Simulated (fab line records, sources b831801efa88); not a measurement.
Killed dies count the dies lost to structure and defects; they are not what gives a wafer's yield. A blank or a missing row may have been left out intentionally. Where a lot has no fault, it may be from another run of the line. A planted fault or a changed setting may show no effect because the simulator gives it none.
Problem report, 8D (eight disciplines) form, completed by code + flow sky130 + the parts of the form that need people (team, actions taken, sign-off) are left out

1. THE ISSUE
At SKY_FIELD_ISO_ETCH_17, run length s averages 138.9 s over 3 wafers from 3 lots, while fault-free wafers read 126.1 s, standard deviation 0.67. Relative to the usual mean, that is a shift of +19 standard deviations.
The step: etches Si in HBr/Cl2/O2, target depth 342 nm, time 97.7 s.
First seen on wafer L936.2, day 5 02:28, on rie si-01. At this step, 37 wafers from 13 lots have a number in the record. The rule behind "out" and "out of limits": a value lying over 4 standard deviations away from the usual mean. The rest of the wafers with a number are treated as sound.

2. WHAT IT IS; WHAT IT IS NOT
| question                    | is                     | is not                                                                                |
|-----------------------------|------------------------|---------------------------------------------------------------------------------------|
| which readings at this step | run length s           | drypump motor current A, oes product au, rf fwd power W, throttle valve pct           |
| which lots                  | L936, L939, L941       | L923, L925, L926, L928, L929, L931, L932, L933, L943, L944                            |
| which wafers of those lots  | L936.2, L939.5, L941.5 | L936.4, L936.6, L939.6, L941.6                                                        |
| read on which tools         | rie si-01              | rie si-02                                                                             |
| when                        | from day 5 02:28       | up to then (26 sound wafers); but 8 sound wafers of L939, L941, L943, L944 came after |

3. SUSPECTS, AND WHAT RULES EACH OUT
Counting: any tool at a process step up to the reading remains a suspect provided it ran every lot that is out. Sound lots after the first of them don't rule it out here, since some wafers of a struck lot are sound.
- rie si-01 at SKY_FIELD_ISO_ETCH_17 (etches Si in HBr/Cl2/O2, target depth 342 nm, time 97.7 s): kept. It processed each lot that is out (first: L936, day 5 02:28); up to then, its last sound lot is L932 (day 4 06:10). Its own run length s readings are out on those wafers.
Left after counting: rie si-01 at SKY_FIELD_ISO_ETCH_17.

4. THE CAUSE (what the simulator had put in)
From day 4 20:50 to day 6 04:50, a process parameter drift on rie si-01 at SKY_FIELD_ISO_ETCH_17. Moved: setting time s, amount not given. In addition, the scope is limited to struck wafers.
This tool alone remained once counting was done.

5. THE CHAIN OF EFFECTS, in route order
One row per reading whose mean, taken over the struck wafers that have a number, lies over 3 standard deviations from the usual. Readings are gone through only where the record gives a usual standard deviation; hours: the median, over the lots, of the time from a lot's start at the first step in this table giving one to that lot's start at this step; sigmas: the change measured in usual standard deviations.
| hours | step                  | reading      | usual   | on struck wafers | change | sigmas |
|-------|-----------------------|--------------|---------|------------------|--------|--------|
| 0     | SKY_FIELD_ISO_ETCH_17 | run length s | 126.1 s | 138.9            | +12.8  | +19    |
Its process steps:
- SKY_FIELD_ISO_ETCH_17: etches Si in HBr/Cl2/O2, target depth 342 nm, time 97.7 s.
Later measuring or inspecting steps at which every struck wafer that the step has a row for has a number for every such reading, and none has moved that far: SKY_VT_ADJUST_HVTP_OVL_MEAS_08.

6. WHAT WOULD HAVE CAUGHT IT SOONER
First out-of-limits reading in this record: day 5 02:28, which is 6 hours after fault onset at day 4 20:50.
